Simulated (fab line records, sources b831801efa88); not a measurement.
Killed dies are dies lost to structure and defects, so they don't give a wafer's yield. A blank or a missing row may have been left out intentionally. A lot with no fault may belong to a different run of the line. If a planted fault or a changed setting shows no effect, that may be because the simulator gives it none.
A struck lot beside a sound one | flow sky130 | 16 steps out of a route of 708
Sound: wafers L835.2, L835.3, L835.4. Wafers L843.2, L843.3, L843.5 were the ones struck. The cause comes at the end.
At each step with rows: each side's tool, then ch and its chambers, then its first start. Under that, the readings that differ: sound wafers | struck wafers | difference of the means | sigmas: that difference in standard deviations of wafers without a fault.
alike: readings with means less than 2 such deviations apart, plus words and numbers identical on both sides. not compared: withheld readings, readings lacking a value on some wafer, bounds such as >300 that could conceal the same value, and numbers that have no deviation in the record and whose values overlap.
Wherever a step has rows on one side only, a row that says differs or no value, or a row with sigmas, the two part there. Numbers that don't overlap but have no deviation are shown without sigmas and don't part them. A reading missing from all wafers of one side parts the sides only when that side holds two or more wafers.

first, 9 steps without rows for these wafers: SKY_CAPM_CLEAN_17 (cleans in O3/DIW); SKY_METAL3_DEHYDRATE_05 (time 60 s); SKY_METAL3_HMDS_06 (prime time 60 s); SKY_METAL3_COAT_07 (resist thk 60 nm); SKY_METAL3_COAT_08 (resist thk 1140 nm); SKY_METAL3_SOFTBAKE_09 (time 90 s); SKY_METAL3_EXPOSE_10 (exposes mask MM3, target cd 300 nm); SKY_METAL3_PEB_11; SKY_METAL3_DEVELOP_12 (develop time 60 s).
SKY_METAL3_CD_MEAS_13: the cd target is 300 nm.
  sound: cd-sem-02 at day 40 14:02; struck: cd-sem-01 at day 42 17:08
  alike: cd-nm
SKY_METAL3_OVL_MEAS_14:
  sound: overlay-02 at day 40 14:08; struck: overlay-02 at day 42 17:14
  alike: METAL3_OVL
SKY_METAL3_DESCUM_15: chemistry O2, time 8 s.
  sound on rie-metal-02 ch 0,1, day 40 14:10; struck on rie-metal-03 ch 0,1, day 42 17:16
  alike: drypump-motor-current-A, oes-product-au
  not compared: rf-hours-counter-h
SKY_METAL3_ETCH_16: etches BARC in N2/H2, stops on SiO2, time 88.2 s, target depth 60 nm.
  sound on rie-metal-02 ch 0,1, day 40 14:11; struck on rie-metal-03 ch 0,1, day 42 17:17
  reading                               | sound             | struck            | difference | sigmas
  rf-fwd-power-W (W)                    | 496.4 494.1 497.9 | 578.0 577.8 573.5 | +80.3      | +47
  model.METAL3.cd-nm (nm)               | 298.9 299.3 298.7 | 293.6 297.5 295.7 | -3.4       |
  model.SiO2_of_CAPM_CVD_00.thk-nm (nm) | 15.58 15.6 15.55  | 15.01 15.12 15.2  | -0.47      |
  alike: drypump-motor-current-A, oes-product-au, throttle-valve-pct
  not compared: rf-hours-counter-h, model.KrF-thick_of_METAL3_COAT_08.thk-nm
SKY_METAL3_ETCH_17: etches SiO2 in C4F8/O2/Ar, stops on TiN, time 3.9 s, target depth 15 nm.
  sound on rie-diel-02 ch 1,2,3, day 40 14:17; struck on rie-diel-01 ch 1,2, day 42 17:23
  reading                  | sound             | struck            | difference | sigmas
  model.METAL3.cd-nm (nm)  | 298.9 299.4 298.7 | 293.5 297.5 295.6 | -3.5       |
  model.etch.depth-nm (nm) | 15.58 15.6 15.55  | 15.01 15.12 15.2  | -0.47      |
  alike: oes-product-au, rf-fwd-power-W
  not compared: rf-hours-counter-h
SKY_METAL3_METAL_ETCH_18: etches the open film in Cl2/BCl3, stops on SiO2, target depth 845 nm, time 183.1 s.
  sound on rie-metal-01 ch 0,1, day 40 14:19; struck on rie-metal-02 ch 0, day 42 17:28
  alike: drypump-motor-current-A, oes-product-au, rf-fwd-power-W, throttle-valve-pct
  not compared: rf-hours-counter-h
SKY_PAD_OPEN_PROBE_99:
  the record holds rows for the sound wafers here (prober-02, day 47 12:07) but none for the struck ones

== WHERE THEY PART ==
At SKY_METAL3_ETCH_16 first; at SKY_PAD_OPEN_PROBE_99 last (within this record only).

WHY: whatever the simulator had introduced
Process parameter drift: rie-metal-03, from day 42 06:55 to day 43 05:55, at SKY_METAL3_ETCH_16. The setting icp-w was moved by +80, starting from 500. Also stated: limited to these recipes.
